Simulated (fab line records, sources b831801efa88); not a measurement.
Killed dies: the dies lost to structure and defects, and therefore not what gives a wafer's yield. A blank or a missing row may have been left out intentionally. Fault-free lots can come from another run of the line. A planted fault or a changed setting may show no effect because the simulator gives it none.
Check for tools in common	flow gf180mcu	33 wafers sampled across 11 lots

== WHAT PROMPTED THE OPENING ==
2 of 11 lots carry a flag on the reading V2_W_RS at GF_V2_RS_MEAS_24. No-fault wafers: 0.326 ohm/sq, standard deviation 0.0048.
Rule: a lot is flagged in two cases, either no wafer of it has a number, or all its wafers with numbers fall more than 4 standard deviations from that mean. All remaining lots are regarded as sound.

lot	measured	on	V2_W_RS (ohm/sq), wafer by wafer	flag
L517	day 20 19:21	film metro-02	0.323 0.321 0.319	
L519	day 21 13:45	film metro-01	0.326 0.331 0.332	
L520	day 22 00:17	film metro-01	0.322 0.324 0.320	
L522	day 22 17:42	film metro-01	0.330 0.319 0.326	
L523	day 23 05:36	film metro-02	0.329 0.320 0.317	
L530	day 25 17:08	film metro-02	0.394 0.394 0.389	FLAGGED
L531	day 25 20:53	film metro-01	0.327 0.334 0.328	
L532	day 26 04:44	film metro-01	0.386 0.383 0.393	FLAGGED
L535	day 27 03:02	film metro-01	0.333 0.327 0.334	
L537	day 27 14:33	film metro-02	0.323 0.332 0.330	
L539	day 28 12:20	film metro-02	0.324 0.330 0.330	
The numbers of the flagged lots are 0.390 ohm/sq on average: +0.064 ohm/sq against the usual, or +13 standard deviations.

== TOOL THAT RAN EACH LOT ==
The record holds 2 process steps before the reading, out of a route of 602 steps. Each cell gives the tool, then ch followed by the chambers the sampled wafers passed through, then the start.
lot	flag	GF_V1_CMP_26	GF_V2_CVD_23
L517		cmp-01 ch 1,3, day 18 15:15	cvd w-02 ch 0, day 20 19:09
L519		cmp-01 ch 1,2,3, day 19 09:14	cvd w-01 ch 0,1, day 21 13:38
L520		cmp-02 ch 0,1, day 19 20:36	cvd w-02 ch 1, day 22 00:10
L522		cmp-02 ch 2,3, day 20 13:50	cvd w-02 ch 0,1, day 22 17:35
L523		cmp-01 ch 0,1,3, day 21 02:10	cvd w-02 ch 0,1, day 23 05:29
L530	FLAGGED	cmp-02 ch 0,1,3, day 23 17:33	cvd w-02 ch 0,1, day 25 17:01
L531		cmp-01 ch 0,3, day 23 22:26	cvd w-01 ch 0,1, day 25 20:44
L532	FLAGGED	cmp-01 ch 0,1, day 24 07:42	cvd w-02 ch 0,1, day 26 04:36
L535		cmp-01 ch 0,2,3, day 25 06:15	cvd w-01 ch 0,1, day 27 02:55
L537		cmp-02 ch 0,2,3, day 25 18:03	cvd w-01 ch 0,1, day 27 14:26
L539		cmp-01 ch 0,1,3, day 26 13:48	cvd w-01 ch 0,1, day 28 12:10
What the steps here do:
- GF_V1_CMP_26: polishes, stops on SiO2, t overpolish 15 s, target thk 0 nm.
- GF_V2_CVD_23: deposits W, target thk 350 nm, time 104.94 s.
- GF_V2_RS_MEAS_24: measures by four-point-probe.

== FLAGGED OVER TOTAL, TOOL BY TOOL (the gauges that took the reading come last) ==
step	tool	lots run	flagged	share of the flagged lots	sound lots run after its first flagged lot
GF_V1_CMP_26	cmp-01	7	1	some	2 (L535,L539)
GF_V1_CMP_26	cmp-02	4	1	some	1 (L537)
GF_V2_CVD_23	cvd w-01	5	0	none	-
GF_V2_CVD_23	cvd w-02	6	2	all	0
GF_V2_RS_MEAS_24	film metro-01	6	1	some	1 (L535)
GF_V2_RS_MEAS_24	film metro-02	5	1	some	2 (L537,L539)

== WHAT THE TABLE PERMITS ==
All flagged lots share 1 row of the table, namely cvd w-02 at GF_V2_CVD_23.
- cvd w-02 at GF_V2_CVD_23 ran 6 lots, 2 of them flagged. A fault beginning between L523 (day 23 05:29), its last sound lot, and L530 (day 25 17:01), its first flagged one, fits the data. Its own readings lie more than 4 standard deviations out on every wafer of the flagged lots: susceptor temp C.
What remains is a single tool, cvd w-02 at GF_V2_CVD_23.

== WHAT HAD BEEN PUT IN BY THE SIMULATOR ==
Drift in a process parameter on cvd w-02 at GF_V2_CVD_23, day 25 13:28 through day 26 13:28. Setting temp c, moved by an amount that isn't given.
Lots struck among those shown: L530, L532. Same finding as the rule above.
